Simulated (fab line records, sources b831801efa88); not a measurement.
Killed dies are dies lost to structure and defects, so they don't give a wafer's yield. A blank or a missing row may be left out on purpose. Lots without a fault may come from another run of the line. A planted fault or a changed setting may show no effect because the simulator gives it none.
Problem report in the 8D (eight disciplines) form, filled by code | flow gf180mcu | the parts of the form that need people (team, actions taken, sign-off) are left out

1. THE PROBLEM
cd_nm at GF_PSD_CD_MEAS_07 reads a mean of 410.3 nm on 6 wafers of 2 lots; wafers without a fault read 399.7 nm with a standard deviation of 2. That is +5.3 standard deviations from the usual mean.
The step: target cd 400 nm.
First seen on wafer L826.2, day 16 21:17, on cd_sem-01. The record holds 42 wafers of 14 lots with a number at this step. Rule for "out", or "out of limits": more than 4 standard deviations from the usual mean. The other wafers with a number count as sound.

2. WHAT IT IS AND WHAT IT IS NOT
question                    | is                     | is not
which readings at this step | cd_nm                  | -
which lots                  | L826, L827             | L818, L820, L821, L822, L828, L829, L834, L836, L838, L839, L840, L841
which wafers of those lots  | all that have a number | -
read on which gauges        | cd_sem-01              | cd_sem-02
when                        | from day 16 21:17      | up to then (12 sound wafers); but 24 sound wafers of L828, L829, L834, L836, L838, L839, L840, L841 came after

3. SUSPECTS, AND WHAT RULES EACH OUT
Counting: a tool at a process step up to the reading stays a suspect if it ran every lot that is out and no sound lot after the first of them.
- the gauge at GF_PSD_CD_MEAS_07: kept. All the wafers that are out were read on cd_sem-01, and no step on other tools shows them out.
- litho_track-03 at GF_PSD_DEVELOP_06 (develop time 60 s): ruled out as a lasting fault. Sound lots L838, L839, L840, L841 ran on it after its first lot that is out, L826 (day 16 21:09).
Left after counting: cd_sem-01 at GF_PSD_CD_MEAS_07.

4. THE CAUSE (what the simulator had put in)
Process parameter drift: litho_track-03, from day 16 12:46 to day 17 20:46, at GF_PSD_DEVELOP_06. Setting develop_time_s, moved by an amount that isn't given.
Counting ruled it out, wrongly: the rule takes a fault to strike every lot that its tool runs from its start on, and this one did not.

5. THE CHAIN OF EFFECTS, in route order
Each row: a reading whose mean over the struck wafers that have a number lies more than 3 standard deviations from the usual. Only readings for which the record gives a usual standard deviation are gone through. hours: the time from each lot's start at the first step in this table that gives one to its start at this step, as a median over the lots. sigmas: the change in usual standard deviations.
hours | step              | reading | usual    | on struck wafers | change | sigmas
0     | GF_PSD_CD_MEAS_07 | cd_nm   | 399.7 nm | 410.3            | +10.6  | +5.3
Later measuring or inspecting steps at which every struck wafer that the step has a row for has a number for every such reading, and none has moved that far: GF_CONTACT_BOW_MEAS_05, GF_V1_RS_MEAS_24.

6. WHAT WOULD HAVE CAUGHT IT SOONER
In this record the first reading out of limits at a measuring or inspecting step was taken at day 16 21:17, 9 hours after the fault began at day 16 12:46.
